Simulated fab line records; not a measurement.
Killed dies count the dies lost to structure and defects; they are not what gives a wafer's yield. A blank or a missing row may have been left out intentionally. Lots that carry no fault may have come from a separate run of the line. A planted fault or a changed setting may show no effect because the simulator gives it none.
fab line records -- flow sky130
[record] lots = 11, wafers = 33, lastDay = 50
route steps=708 shown METAL4@598 PAD_OPEN@708
lots that met no fault: taken from a fault-free run of the same line
startH: start of the lot's first displayed wafer, in hours after the record's first day -- waitH: hours elapsed since this lot's preceding step -- " repeats the value in the row above -- L1.1+2: one row covering several wafers at once -- - no value, or no start was given -- * or withheld: withheld -- < > ~ a bound
route shown NAME@n: NAME is a module with steps in the file, n the number in the route of the first one -- usual: average and standard deviation across the fault-free wafers -- same: alike in all rows -- chamber/n: place in a boat -- sites: per-site readings -- _std_site: the standard deviation of these -- _edge_site: the outer-site mean with the inner-site mean subtracted -- radiusMm: for every site, how far away it sits from the centre of the wafer -- mask NAME#n: copy n -- behind: the last tool/chamber to shape the wafer -- hold: what put the lot on hold/how long, in hours/how the hold closed -- device: whichever transistor did not switch (one of n, p or np) -- end of line: the same wafers' tests at the end of the route -- step lacking rows: just its recipe -- killed: count of dies lost to structure and defects at first sort (not the wafer's yield) -- map: dies across one wafer; x = killed, . = not, _ = none there
set.NAME: the setting as run; set.NAME@STEP: as run at that earlier step -- model.NAME: the simulator's own value behind a step, which no gauge read
a sample of lots followed through the steps of the route, with each step as a table and each wafer as a row
services: a tool's chamber out of use, with start hour (startH, from the record's first day; less than 0 if before it), hours out, and reason
[[steps]]
[step SKY_METAL4_SPUTTER_00]
[recipe] material = Ti, targetThkNm = 15, powerW = 3032, timeS = 10, chamberPressurePa = 0.4
[usual] throttleValvePct = 29.8/1.1
lot.wafer,tool,chamber,startH,waitH,throttleValvePct
L303.1,pvdSputter-04,-,927.92,0.2,30.0
L303.3,pvdSputter-04,-,927.92,0.2,31.7
L303.4,pvdSputter-04,-,927.92,0.2,30.1
L304.3,pvdSputter-03,-,945.18,0.1,29.1
L304.4,pvdSputter-03,-,945.18,0.1,31.8
L304.6,pvdSputter-03,-,945.18,0.1,29.4
L306.1,pvdSputter-03,-,961.87,0.1,29.2
L306.4,pvdSputter-03,-,961.87,0.1,29.5
L306.5,pvdSputter-03,-,961.87,0.1,32.0
L308.4,pvdSputter-02,-,976.02,0.2,28.8
L308.5,pvdSputter-02,-,976.02,0.2,28.8
L308.6,pvdSputter-02,-,976.02,0.2,30.2
L315.1,pvdSputter-03,-,1018.32,0.2,31.9
L315.2,pvdSputter-03,-,1018.32,0.2,29.5
L315.6,pvdSputter-03,-,1018.32,0.2,32.0
L316.2,pvdSputter-03,-,1022.38,0.2,29.2
L316.3,pvdSputter-03,-,1022.38,0.2,31.8
L316.5,pvdSputter-03,-,1022.38,0.2,31.9
L319.3,pvdSputter-02,-,1049.00,0.1,30.5
L319.4,pvdSputter-02,-,1049.00,0.1,28.7
L319.5,pvdSputter-02,-,1049.00,0.1,28.7
L321.1,pvdSputter-02,-,1064.34,0.1,29.5
L321.2,pvdSputter-02,-,1064.34,0.1,28.7
L321.3,pvdSputter-02,-,1064.34,0.1,30.1
L322.2,pvdSputter-04,-,1068.67,0.2,31.6
L322.4,pvdSputter-04,-,1068.67,0.2,30.2
L322.6,pvdSputter-04,-,1068.67,0.2,31.7
L324.1,pvdSputter-02,-,1073.19,0.1,29.5
L324.4,pvdSputter-02,-,1073.19,0.1,28.3
L324.5,pvdSputter-02,-,1073.19,0.1,29.6
L325.1,pvdSputter-04,-,1078.95,0.1,30.3
L325.4,pvdSputter-04,-,1078.95,0.1,28.9
L325.6,pvdSputter-04,-,1078.95,0.1,29.1
[step SKY_METAL4_CD_MEAS_13]
[recipe] targetCdNm = 300
[usual] cdNm = 300.3/1.5
lot.wafer,tool,chamber,startH,waitH,cdNm
L303.1,cdSem-02,-,977.20,-,299.7
L303.3,cdSem-02,-,977.20,-,299.4
L303.4,cdSem-02,-,977.20,-,299.8
L304.3,cdSem-02,-,993.60,-,301.7
L304.4,cdSem-02,-,993.60,-,302.4
L304.6,cdSem-02,-,993.60,-,301.1
L306.1,cdSem-02,-,1009.01,-,301.9
L306.4,cdSem-02,-,1009.01,-,301.7
L306.5,cdSem-02,-,1009.01,-,301.9
L308.4,cdSem-01,-,1023.31,-,298.8
L308.5,cdSem-01,-,1023.31,-,298.6
L308.6,cdSem-01,-,1023.31,-,298.3
L315.1,cdSem-01,-,1063.34,-,298.4
L315.2,cdSem-01,-,1063.34,-,298.1
L315.6,cdSem-01,-,1063.34,-,298.1
L316.2,cdSem-02,-,1067.52,-,299.6
L316.3,cdSem-02,-,1067.52,-,299.6
L316.5,cdSem-02,-,1067.52,-,298.7
L319.3,cdSem-01,-,1091.65,-,301.5
L319.4,cdSem-01,-,1091.65,-,300.1
L319.5,cdSem-01,-,1091.65,-,300.0
L321.1,cdSem-01,-,1107.30,-,301.0
L321.2,cdSem-01,-,1107.30,-,300.6
L321.3,cdSem-01,-,1107.30,-,299.9
L322.2,cdSem-01,-,1109.51,-,299.7
L322.4,cdSem-01,-,1109.51,-,299.9
L322.6,cdSem-01,-,1109.51,-,299.0
L324.1,cdSem-02,-,1115.06,-,299.1
L324.4,cdSem-02,-,1115.06,-,298.5
L324.5,cdSem-02,-,1115.06,-,299.7
L325.1,cdSem-01,-,1120.45,-,298.6
L325.4,cdSem-01,-,1120.45,-,298.0
L325.6,cdSem-01,-,1120.45,-,299.9
[step SKY_METAL4_ETCH_17]
[recipe] target = SiO2, stopOn = TiN, chemistry = C4F8/O2/Ar, sourceW = 1500, biasW = 1200, pressureMtorr = 40, c4f8FlowSccm = withheld, O2_flow_sccm = 6, Ar_flow_sccm = 300, timeS = 3.9, targetDepthA = 150
[usual] oesProductAu = 0.751/0.0067
lot.wafer,tool,chamber,startH,waitH,oesProductAu
L303.1,rieDiel-04,3,977.49,0.1,0.751
L303.3,rieDiel-04,2,977.49,0.1,0.739
L303.4,rieDiel-04,1,977.49,0.1,0.750
L304.3,rieDiel-01,0,993.84,0.0,0.757
L304.4,rieDiel-01,3,993.84,0.0,0.761
L304.6,rieDiel-01,3,993.84,0.0,0.751
L306.1,rieDiel-04,3,1009.29,0.1,0.753
L306.4,rieDiel-04,2,1009.29,0.1,0.746
L306.5,rieDiel-04,3,1009.29,0.1,0.756
L308.4,rieDiel-02,3,1023.54,0.0,0.748
L308.5,rieDiel-02,2,1023.54,0.0,0.751
L308.6,rieDiel-02,3,1023.54,0.0,0.756
L315.1,rieDiel-01,2,1063.62,0.1,0.757
L315.2,rieDiel-01,3,1063.62,0.1,0.757
L315.6,rieDiel-01,1,1063.62,0.1,0.757
L316.2,rieDiel-02,3,1067.79,0.1,0.751
L316.3,rieDiel-02,0,1067.79,0.1,0.739
L316.5,rieDiel-02,3,1067.79,0.1,0.757
L319.3,rieDiel-04,1,1091.89,0.0,0.753
L319.4,rieDiel-04,0,1091.89,0.0,0.754
L319.5,rieDiel-04,2,1091.89,0.0,0.758
L321.1,rieDiel-02,3,1107.59,0.1,0.745
L321.2,rieDiel-02,0,1107.59,0.1,0.754
L321.3,rieDiel-02,1,1107.59,0.1,0.756
L322.2,rieDiel-02,2,1109.77,0.1,0.749
L322.4,rieDiel-02,0,1109.77,0.1,0.755
L322.6,rieDiel-02,0,1109.77,0.1,0.751
L324.1,rieDiel-01,2,1115.34,0.1,0.746
L324.4,rieDiel-01,1,1115.34,0.1,0.756
L324.5,rieDiel-01,1,1115.34,0.1,0.741
L325.1,rieDiel-04,0,1120.74,0.1,0.751
L325.4,rieDiel-04,2,1120.74,0.1,0.745
L325.6,rieDiel-04,0,1120.74,0.1,0.751
[step SKY_METAL4_METAL_ETCH_18]
[recipe] targetDepthA = 8450, stopOn = SiO2, overEtchFrac = 0.3, timeS = 183.1, chemistry = Cl2/BCl3, resistSidewallDeg = 88, pressureMtorr = 10, icpW = 900, biasW = 48.5, Cl2_flow_sccm = 60, bcl3FlowSccm = 30
[usual] drypumpMotorCurrentA = 5.6/0.36, oesProductAu = 0.865/0.0063, overEtchFrac = 0.3/0, throttleValvePct = 22.264/0.0089
lot.wafer,tool,chamber,startH,waitH,drypumpMotorCurrentA,oesProductAu,overEtchFrac,rfHoursCounterH,throttleValvePct
L303.1,rieMetal-02,0,977.51,0.0,5.1,0.866,0.3,16,22.274
L303.3,rieMetal-02,1,977.51,0.0,5.6,0.860,0.3,-,22.282
L303.4,rieMetal-02,0,977.51,0.0,5.1,0.868,0.3,-,22.264
L304.3,rieMetal-02,0,993.92,0.1,5.1,0.866,0.3,-,22.272
L304.4,rieMetal-02,1,993.92,0.1,5.6,0.866,0.3,-,22.269
L304.6,rieMetal-02,0,993.92,0.1,5.1,0.868,0.3,-,22.269
L306.1,rieMetal-02,0,1009.31,0.0,5.1,0.862,0.3,18,22.265
L306.4,rieMetal-02,1,1009.31,0.0,5.6,0.877,0.3,-,22.264
L306.5,rieMetal-02,1,1009.31,0.0,5.6,0.859,0.3,-,22.258
L308.4,rieMetal-02,0,1023.62,0.1,5.1,0.860,0.3,-,22.259
L308.5,rieMetal-02,0,1023.62,0.1,5.1,0.860,0.3,-,22.239
L308.6,rieMetal-02,1,1023.62,0.1,5.6,0.869,0.3,-,22.283
L315.1,rieMetal-02,0,1063.64,0.0,5.1,0.860,0.3,22,22.276
L315.2,rieMetal-02,1,1063.64,0.0,5.6,0.817,0.46144,17,22.266
L315.6,rieMetal-02,0,1063.64,0.0,5.1,0.861,0.3,-,22.264
L316.2,rieMetal-02,1,1067.81,0.0,5.6,0.821,0.46144,17,22.261
L316.3,rieMetal-02,0,1067.81,0.0,5.1,0.864,0.3,-,22.250
L316.5,rieMetal-02,1,1067.81,0.0,5.7,0.806,0.46144,-,22.270
L319.3,rieMetal-01,1,1091.97,0.1,5.7,0.864,0.3,-,22.258
L319.4,rieMetal-01,0,1091.97,0.1,6.3,0.868,0.3,-,22.260
L319.5,rieMetal-01,1,1091.97,0.1,5.7,0.867,0.3,-,22.283
L321.1,rieMetal-01,1,1107.61,0.0,5.7,0.854,0.3,12,22.263
L321.2,rieMetal-01,1,1107.61,0.0,5.7,0.850,0.3,-,22.260
L321.3,rieMetal-01,1,1107.61,0.0,5.7,0.849,0.3,-,22.264
L322.2,rieMetal-01,1,1109.85,0.1,5.7,0.868,0.3,-,22.258
L322.4,rieMetal-01,1,1109.85,0.1,5.7,0.877,0.3,-,22.265
L322.6,rieMetal-01,1,1109.85,0.1,5.7,0.861,0.3,-,22.248
L324.1,rieMetal-01,1,1115.36,0.0,5.7,0.878,0.3,13,22.277
L324.4,rieMetal-01,1,1115.36,0.0,5.7,0.867,0.3,-,22.270
L324.5,rieMetal-01,1,1115.36,0.0,5.7,0.868,0.3,-,22.272
L325.1,rieMetal-01,0,1120.76,0.0,6.3,0.867,0.3,0,22.261
L325.4,rieMetal-01,0,1120.76,0.0,6.3,0.868,0.3,-,22.261
L325.6,rieMetal-01,0,1120.76,0.0,6.3,0.869,0.3,-,22.253
[step SKY_METAL4_STRIP_19]
[recipe] chemistry = O2/N2, powerW = 1400, pressureMtorr = 1500, platenTempC = withheld, o2FlowSccm = 3000, n2FlowSccm = 300, overashFraction = 0.5
[usual] drypumpMotorCurrentA = 5.8/0.52, oesProductAu = 0.502/0.005, stripTimeToEndpointS = 6.51/0.059
lot.wafer,tool,chamber,startH,waitH,drypumpMotorCurrentA,oesProductAu,rfHoursCounterH,stripTimeToEndpointS
L303.1,plasmaAsher-03,1,977.69,0.1,6.2,0.501,57,6.47
L303.3,plasmaAsher-03,0,977.69,0.1,5.9,0.499,-,6.52
L303.4,plasmaAsher-03,1,977.69,0.1,6.2,0.502,-,6.51
L304.3,plasmaAsher-01,1,994.07,0.1,6.3,0.505,-,6.47
L304.4,plasmaAsher-01,0,994.07,0.1,6.4,0.500,-,6.47
L304.6,plasmaAsher-01,1,994.07,0.1,6.3,0.499,-,6.46
L306.1,plasmaAsher-03,0,1009.49,0.1,5.9,0.507,60,6.50
L306.4,plasmaAsher-03,1,1009.49,0.1,6.2,0.507,-,6.51
L306.5,plasmaAsher-03,1,1009.49,0.1,6.2,0.505,-,6.59
L308.4,plasmaAsher-03,0,1023.77,0.1,5.9,0.499,-,6.50
L308.5,plasmaAsher-03,0,1023.77,0.1,5.9,0.503,-,6.49
L308.6,plasmaAsher-03,1,1023.77,0.1,6.2,0.501,-,6.55
L315.1,plasmaAsher-03,1,1063.82,0.1,6.2,0.506,65,6.53
L315.2,plasmaAsher-03,0,1063.82,0.1,5.9,0.473,65,5.84
L315.6,plasmaAsher-03,0,1063.82,0.1,5.9,0.506,-,6.53
L316.2,plasmaAsher-01,0,1067.99,0.1,6.4,0.481,0,5.86
L316.3,plasmaAsher-01,0,1067.99,0.1,6.4,0.507,-,6.57
L316.5,plasmaAsher-01,0,1067.99,0.1,6.4,0.468,-,5.84
L319.3,plasmaAsher-01,1,1092.12,0.1,6.3,0.502,-,6.51
L319.4,plasmaAsher-01,0,1092.12,0.1,6.4,0.498,-,6.59
L319.5,plasmaAsher-01,0,1092.12,0.1,6.5,0.497,-,6.54
L321.1,plasmaAsher-03,0,1107.96,0.3,5.9,0.503,70,6.47
L321.2,plasmaAsher-03,1,1107.96,0.3,6.2,0.497,70,6.55
L321.3,plasmaAsher-03,1,1107.96,0.3,6.2,0.502,-,6.49
L322.2,plasmaAsher-03,0,1110.15,0.2,5.9,0.505,70,6.53
L322.4,plasmaAsher-03,1,1110.15,0.2,6.2,0.502,-,6.54
L322.6,plasmaAsher-03,1,1110.15,0.2,6.2,0.498,-,6.48
L324.1,plasmaAsher-01,1,1115.72,0.3,6.3,0.514,6,6.63
L324.4,plasmaAsher-01,0,1115.72,0.3,6.5,0.499,-,6.63
L324.5,plasmaAsher-01,1,1115.72,0.3,6.3,0.499,-,6.53
L325.1,plasmaAsher-03,1,1120.94,0.1,6.2,0.493,72,6.45
L325.4,plasmaAsher-03,1,1120.94,0.1,6.2,0.495,-,6.41
L325.6,plasmaAsher-03,1,1120.94,0.1,6.2,0.500,-,6.44
[step SKY_PAD_OPEN_PROBE_99]
[usual] defectLimitedYield = 82.3/2, killed_at_M0_to_M3 = 44/7.8, killed_at_M4_up = 2.9/1.7, killedAtContacts = 24/5.4, killedAtFrontEnd = 15/4.5, killedAtOther = 0.3/0.55, killedDies = 87/10, killedOpen = 48/7.4, killedShort = 39/5.9, sort_bin_3_pad_short = 0.9/0.42, sort_bin_5_function = 10.4/1.5, sort_bin_6_memory = 6.4/1.2, sortNPass = 405/10, sortYieldPct = 82.3/2
[same] grossDies = 492, killedAtBackSide = 0, sort_bin_4_leakage[%] = 0, sort_bin_8_speed[%] = 0
lot.wafer,tool,chamber,startH,waitH,defectLimitedYield[%],killed_at_M0_to_M3,killed_at_M4_up,killedAtContacts,killedAtFrontEnd,killedAtOther,killedDies,killedOpen,killedShort,sort_bin_3_pad_short[%],sort_bin_5_function[%],sort_bin_6_memory[%],sortNPass,sortYieldPct[%]
L303.1,prober-01,-,1073.42,0.1,82.7,46,3,27,9,0,85,46,39,1.0,11.2,5.1,407,82.7
L303.3,prober-01,-,1073.52,0.2,84.8,35,3,18,19,0,75,46,29,0.4,8.5,6.3,417,84.8
L303.4,prober-01,-,1073.57,0.2,81.9,46,2,30,11,0,89,57,32,0.6,11.8,5.7,403,81.9
L304.3,prober-02,-,1088.49,0.2,80.3,54,3,33,7,0,97,50,47,1.0,10.4,8.3,395,80.3
L304.4,prober-02,-,1088.54,0.2,82.7,50,2,17,15,1,85,50,35,0.4,11.4,5.5,407,82.7
L304.6,prober-02,-,1088.64,0.2,79.1,58,1,23,20,1,103,56,47,1.2,12.2,7.5,389,79.1
L306.1,prober-02,-,1100.51,0.1,81.7,60,2,19,8,1,90,54,36,0.2,11.4,6.7,402,81.7
L306.4,prober-02,-,1100.66,0.2,82.9,49,3,15,17,0,84,51,33,0.8,8.5,7.7,408,82.9
L306.5,prober-02,-,1100.71,0.2,79.7,54,3,28,15,0,100,56,44,1.2,12.8,6.3,392,79.7
L308.4,prober-01,-,1115.56,0.2,83.3,44,4,13,20,1,82,47,35,1.4,9.1,6.1,410,83.3
L308.5,prober-01,-,1115.61,0.2,84.8,41,1,20,13,0,75,39,36,0.4,9.6,5.3,417,84.8
L308.6,prober-01,-,1115.66,0.2,80.7,53,1,23,18,0,95,64,31,0.2,10.4,8.7,397,80.7
L315.1,prober-02,-,1148.85,0.1,82.1,40,4,31,13,0,88,52,36,1.2,11.4,5.3,404,82.1
L315.2,prober-02,-,1148.90,0.1,77.8,44,5,36,24,0,109,50,59,1.4,13.6,7.1,383,77.8
L315.6,prober-02,-,1149.10,0.2,83.5,38,0,23,20,0,81,47,34,1.6,7.3,7.5,411,83.5
L316.2,prober-01,-,1152.37,0.1,84.3,39,1,23,14,0,77,39,38,0.2,9.1,6.3,415,84.3
L316.3,prober-01,-,1152.42,0.2,84.3,35,2,26,13,1,77,33,44,1.6,10.0,4.1,415,84.3
L316.5,prober-01,-,1152.52,0.2,85.2,42,3,19,9,0,73,45,28,0.4,8.5,5.9,419,85.2
L319.3,prober-01,-,1172.86,0.2,79.9,43,6,35,15,0,99,54,45,0.4,11.0,8.7,393,79.9
L319.4,prober-01,-,1172.91,0.2,82.3,37,4,26,20,0,87,52,35,1.4,9.8,6.5,405,82.3
L319.5,prober-01,-,1172.96,0.2,83.5,34,0,28,18,1,81,44,37,0.8,10.6,5.1,411,83.5
L321.1,prober-02,-,1184.62,0.1,81.7,51,3,22,14,0,90,47,43,0.8,12.0,5.5,402,81.7
L321.2,prober-02,-,1184.67,0.1,84.1,38,2,22,16,0,78,42,36,0.4,9.3,6.1,414,84.1
L321.3,prober-02,-,1184.72,0.2,80.9,47,6,31,10,0,94,60,34,0.6,11.8,6.7,398,80.9
L322.2,prober-01,-,1186.97,0.1,82.7,47,5,16,17,0,85,52,33,0.4,10.2,6.7,407,82.7
L322.4,prober-01,-,1187.07,0.2,83.9,43,3,23,9,1,79,51,28,0.6,9.6,5.9,413,83.9
L322.6,prober-01,-,1187.17,0.2,80.9,48,3,21,22,0,94,54,40,1.6,13.2,4.3,398,80.9
L324.1,prober-02,-,1192.52,0.1,79.9,45,6,29,19,0,99,55,44,0.6,12.2,7.3,393,79.9
L324.4,prober-02,-,1192.67,0.2,86.2,37,3,20,8,0,68,31,37,1.2,7.9,4.7,424,86.2
L324.5,prober-02,-,1192.72,0.2,80.7,42,5,29,19,0,95,52,43,0.4,11.4,7.5,397,80.7
L325.1,prober-01,-,1195.86,0.1,83.3,39,3,30,10,0,82,53,29,1.4,8.9,6.3,410,83.3
L325.4,prober-01,-,1196.01,0.2,83.9,38,7,18,16,0,79,45,34,1.2,9.1,5.7,413,83.9
L325.6,prober-01,-,1196.11,0.2,84.3,36,4,20,17,0,77,40,37,1.0,9.1,5.5,415,84.3
// killed by level:class
L303.1 CONTACT:geometricParticle:open=10 VIA1:geometricParticle:open=10 VIA2:geometricParticle:open=9 LI_CONTACT:geometricParticle:open=7 METAL2:geometricParticle:short=6 CONTACT:geometricParticle:short=5 METAL1:geometricParticle:short=4 VIA1:geometricParticle:short=4
L303.3 LI_CONTACT:geometricParticle:open=9 VIA1:geometricParticle:open=8 VIA1:geometricParticle:short=6 CONTACT:geometricParticle:open=6 FIELD_ISO:geometricParticle:open=5 POLY_GATE:geometricParticle:short=5 VIA3:geometricParticle:open=5 POLY_GATE:geometricParticle:open=4
L303.4 VIA1:geometricParticle:open=12 LI_CONTACT:geometricParticle:open=11 CONTACT:geometricParticle:open=10 VIA2:geometricParticle:open=7 VIA1:geometricParticle:short=6 VIA3:geometricParticle:open=6 FIELD_ISO:geometricParticle:open=5 LI_CONTACT:geometricParticle:short=4
L304.3 CONTACT:geometricParticle:open=13 VIA1:geometricParticle:open=11 LI_CONTACT:geometricParticle:open=7 CONTACT:geometricParticle:short=7 METAL3:geometricParticle:short=7 METAL2:geometricParticle:short=7 VIA3:geometricParticle:open=7 VIA2:geometricParticle:short=6
L304.4 VIA1:geometricParticle:open=9 VIA2:geometricParticle:open=9 VIA1:geometricParticle:short=8 VIA3:geometricParticle:open=8 CONTACT:geometricParticle:open=6 METAL2:geometricParticle:short=6 LI_CONTACT:geometricParticle:open=5 FIELD_ISO:geometricParticle:short=4
L304.6 VIA1:geometricParticle:open=15 VIA3:geometricParticle:open=9 CONTACT:geometricParticle:open=8 VIA2:geometricParticle:open=7 FIELD_ISO:geometricParticle:open=6 VIA2:geometricParticle:short=6 METAL1:geometricParticle:short=6 LOCAL_INTERCONNECT:geometricParticle:short=5
L306.1 VIA1:geometricParticle:open=16 VIA1:geometricParticle:short=10 VIA2:geometricParticle:open=10 VIA3:geometricParticle:open=7 LI_CONTACT:geometricParticle:open=6 CONTACT:geometricParticle:open=6 LI_CONTACT:geometricParticle:short=4 METAL1:geometricParticle:short=4
L306.4 VIA1:geometricParticle:open=16 CONTACT:geometricParticle:open=8 METAL2:geometricParticle:short=7 FIELD_ISO:geometricParticle:open=6 VIA3:geometricParticle:open=6 VIA2:geometricParticle:open=5 FIELD_ISO:geometricParticle:short=4 VIA1:geometricParticle:short=4
L306.5 CONTACT:geometricParticle:open=14 VIA1:geometricParticle:open=13 VIA2:geometricParticle:open=8 FIELD_ISO:geometricParticle:short=7 LI_CONTACT:geometricParticle:open=7 VIA1:geometricParticle:short=6 METAL1:geometricParticle:short=6 POLY_GATE:geometricParticle:open=5
L308.4 VIA1:geometricParticle:open=14 VIA3:geometricParticle:open=6 FIELD_ISO:geometricParticle:short=5 LOCAL_INTERCONNECT:geometricParticle:short=5 CONTACT:geometricParticle:open=5 METAL1:geometricParticle:short=5 VIA2:geometricParticle:short=5 POLY_GATE:geometricParticle:short=4
L308.5 CONTACT:geometricParticle:open=10 VIA1:geometricParticle:open=10 VIA2:geometricParticle:open=6 METAL1:geometricParticle:short=5 METAL2:geometricParticle:short=5 FIELD_ISO:geometricParticle:short=4 VIA1:geometricParticle:short=4 VIA3:geometricParticle:open=4
L308.6 VIA1:geometricParticle:open=13 VIA2:geometricParticle:open=9 CONTACT:geometricParticle:open=8 VIA3:geometricParticle:open=7 LI_CONTACT:geometricParticle:open=7 FIELD_ISO:geometricParticle:open=6 POLY_GATE:geometricParticle:open=6 VIA3:geometricParticle:short=5
L315.1 LI_CONTACT:geometricParticle:open=13 VIA1:geometricParticle:open=8 VIA2:geometricParticle:open=7 CONTACT:geometricParticle:open=7 VIA1:geometricParticle:short=7 CONTACT:geometricParticle:short=6 FIELD_ISO:geometricParticle:short=5 FIELD_ISO:geometricParticle:open=4
L315.2 CONTACT:geometricParticle:open=11 VIA2:geometricParticle:short=9 VIA1:geometricParticle:open=9 LOCAL_INTERCONNECT:geometricParticle:short=8 FIELD_ISO:geometricParticle:short=7 FIELD_ISO:geometricParticle:open=7 LI_CONTACT:geometricParticle:open=7 VIA2:geometricParticle:open=6
L315.6 VIA2:geometricParticle:open=9 FIELD_ISO:geometricParticle:open=7 LI_CONTACT:geometricParticle:open=7 VIA1:geometricParticle:open=6 POLY_GATE:geometricParticle:open=5 LOCAL_INTERCONNECT:geometricParticle:short=5 CONTACT:geometricParticle:open=5 FIELD_ISO:geometricParticle:short=4
L316.2 VIA1:geometricParticle:open=10 LI_CONTACT:geometricParticle:open=7 CONTACT:geometricParticle:open=6 VIA2:geometricParticle:short=6 VIA3:geometricParticle:open=6 FIELD_ISO:geometricParticle:short=5 CONTACT:geometricParticle:short=4 METAL1:geometricParticle:short=4
L316.3 CONTACT:geometricParticle:open=8 LI_CONTACT:geometricParticle:open=6 VIA2:geometricParticle:open=6 CONTACT:geometricParticle:short=6 VIA1:geometricParticle:short=6 VIA1:geometricParticle:open=6 VIA2:geometricParticle:short=6 FIELD_ISO:geometricParticle:short=5
L316.5 VIA1:geometricParticle:open=10 CONTACT:geometricParticle:open=8 VIA2:geometricParticle:open=8 LI_CONTACT:geometricParticle:open=7 METAL1:geometricParticle:short=7 METAL1:geometricParticle:open=4 VIA3:geometricParticle:open=3 METAL2:geometricParticle:short=3
L319.3 CONTACT:geometricParticle:open=14 VIA1:geometricParticle:open=13 METAL2:geometricParticle:short=8 METAL1:geometricParticle:short=7 LI_CONTACT:geometricParticle:open=6 CONTACT:geometricParticle:short=6 LOCAL_INTERCONNECT:geometricParticle:short=5 FIELD_ISO:geometricParticle:open=4
L319.4 CONTACT:geometricParticle:open=13 VIA1:geometricParticle:open=9 POLY_GATE:geometricParticle:open=6 LI_CONTACT:geometricParticle:open=5 CONTACT:geometricParticle:short=5 VIA2:geometricParticle:open=5 POLY_GATE:geometricParticle:short=4 METAL2:geometricParticle:short=4
L319.5 LI_CONTACT:geometricParticle:open=7 CONTACT:geometricParticle:open=7 VIA1:geometricParticle:open=6 FIELD_ISO:geometricParticle:open=5 LI_CONTACT:geometricParticle:short=5 FIELD_ISO:geometricParticle:short=4 POLY_GATE:geometricParticle:open=4 METAL1:geometricParticle:open=4
L321.1 VIA1:geometricParticle:open=13 CONTACT:geometricParticle:open=8 METAL2:geometricParticle:short=7 FIELD_ISO:geometricParticle:short=6 METAL1:geometricParticle:short=6 VIA2:geometricParticle:open=6 LI_CONTACT:geometricParticle:open=5 LI_CONTACT:geometricParticle:short=4
L321.2 VIA1:geometricParticle:open=12 LI_CONTACT:geometricParticle:open=8 CONTACT:geometricParticle:short=5 METAL1:geometricParticle:short=5 METAL2:geometricParticle:short=5 VIA3:geometricParticle:open=5 POLY_GATE:geometricParticle:short=4 CONTACT:geometricParticle:open=4
L321.3 LI_CONTACT:geometricParticle:open=14 CONTACT:geometricParticle:open=10 VIA2:geometricParticle:open=9 VIA3:geometricParticle:open=8 METAL1:geometricParticle:short=7 METAL2:geometricParticle:short=7 VIA1:geometricParticle:short=4 FIELD_ISO:geometricParticle:open=3
L322.2 VIA1:geometricParticle:open=15 VIA3:geometricParticle:open=9 CONTACT:geometricParticle:open=8 VIA1:geometricParticle:short=5 FIELD_ISO:geometricParticle:open=4 FIELD_ISO:geometricParticle:short=4 LI_CONTACT:geometricParticle:open=4 METAL1:geometricParticle:short=4
L322.4 CONTACT:geometricParticle:open=10 VIA2:geometricParticle:open=9 METAL1:geometricParticle:short=8 VIA1:geometricParticle:open=6 LI_CONTACT:geometricParticle:open=5 METAL2:geometricParticle:short=5 VIA3:geometricParticle:open=5 CONTACT:geometricParticle:short=4
L322.6 VIA1:geometricParticle:open=12 METAL1:geometricParticle:short=10 LI_CONTACT:geometricParticle:open=9 POLY_GATE:geometricParticle:short=6 CONTACT:geometricParticle:open=6 VIA3:geometricParticle:open=6 FIELD_ISO:geometricParticle:open=5 METAL1:geometricParticle:open=4
L324.1 VIA1:geometricParticle:open=9 LI_CONTACT:geometricParticle:open=8 VIA2:geometricParticle:open=7 POLY_GATE:geometricParticle:open=5 LI_CONTACT:geometricParticle:short=5 LOCAL_INTERCONNECT:geometricParticle:short=5 CONTACT:geometricParticle:open=5 METAL1:geometricParticle:short=5
L324.4 METAL2:geometricParticle:short=7 VIA1:geometricParticle:open=7 CONTACT:geometricParticle:open=6 LI_CONTACT:geometricParticle:open=5 LOCAL_INTERCONNECT:geometricParticle:short=5 VIA2:geometricParticle:short=5 METAL1:geometricParticle:short=4 VIA1:geometricParticle:short=4
L324.5 CONTACT:geometricParticle:open=16 VIA1:geometricParticle:open=9 VIA3:geometricParticle:open=7 FIELD_ISO:geometricParticle:short=6 LOCAL_INTERCONNECT:geometricParticle:short=6 POLY_GATE:geometricParticle:open=5 CONTACT:geometricParticle:short=5 METAL2:geometricParticle:short=5
L325.1 LI_CONTACT:geometricParticle:open=10 CONTACT:geometricParticle:open=10 VIA1:geometricParticle:open=8 VIA3:geometricParticle:open=7 LI_CONTACT:geometricParticle:short=4 METAL1:geometricParticle:short=4 VIA2:geometricParticle:open=4 METAL3:geometricParticle:short=4
L325.4 VIA3:geometricParticle:open=10 CONTACT:geometricParticle:open=9 FIELD_ISO:geometricParticle:open=7 VIA2:geometricParticle:open=7 METAL4:geometricParticle:short=7 VIA1:geometricParticle:open=6 FIELD_ISO:geometricParticle:short=5 VIA1:geometricParticle:short=5
L325.6 LI_CONTACT:geometricParticle:open=8 VIA1:geometricParticle:open=8 FIELD_ISO:geometricParticle:open=7 METAL2:geometricParticle:short=7 METAL1:geometricParticle:short=7 CONTACT:geometricParticle:open=5 POLY_GATE:geometricParticle:short=4 VIA2:geometricParticle:open=4
[[services]]
tool,chamber,startH,hours,kind
plasmaAsher-03,-,911.29,0.5,repair
pvdSputter-04,-,911.49,1.2,repair
pvdSputter-04,-,918.46,2.5,repair
rieDiel-01,1,936.36,6.8,repair
rieDiel-01,0,936.99,10.5,repair
rieDiel-01,-,947.55,1.0,repair
rieMetal-02,-,957.62,2.8,pm
pvdSputter-03,-,965.85,3.1,repair
plasmaAsher-03,-,966.84,2.2,repair
rieDiel-01,0,984.41,1.3,repair
pvdSputter-04,-,995.89,2.4,repair
pvdSputter-03,-,998.68,1.3,repair
rieDiel-01,-,1002.27,4.0,pm
rieMetal-01,-,1012.46,1.7,repair
rieDiel-04,1,1018.23,3.6,repair
pvdSputter-02,-,1020.01,3.4,repair
rieDiel-02,-,1020.69,0.6,repair
rieDiel-02,-,1041.94,0.3,repair
pvdSputter-03,-,1050.67,1.0,repair
plasmaAsher-01,-,1055.25,9.0,pm
rieDiel-04,-,1078.43,0.2,repair
pvdSputter-02,-,1085.32,1.9,repair
rieMetal-01,-,1088.94,0.7,repair
rieDiel-02,-,1110.61,14.6,pm
[[key]]
[firstSign] step = SKY_METAL4_METAL_ETCH_18, reading = overEtchFrac, direction = up, sigmas = 99+, usual = 0.3, struck = 0.46144
[effect] step = SKY_METAL4_METAL_ETCH_18, reading = oesProductAu, direction = down, sigmas = 8.1, usual = 0.865, struck = 0.815
[effect] step = SKY_METAL4_STRIP_19, reading = stripTimeToEndpointS, direction = down, sigmas = 11, usual = *, struck = *
metAt SKY_METAL4_METAL_ETCH_18
struckLots L315,L316
struckWafers L315.2,L316.2,L316.5
notActingAt SKY_METAL4_SPUTTER_00,SKY_METAL4_CD_MEAS_13,SKY_METAL4_ETCH_17
onsetBetween 1023.62 1063.64
[fault] kind = processParameterDrift, tool = rieMetal-02, chamber = -, onsetH = 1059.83, steps = SKY_METAL4_METAL_ETCH_18, channel = overEtchFrac, offset = 0.16144, shape = step, endH = 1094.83, scope = struckWafersOnly, actsIn = theseRecipesOnly, stated = 0.3
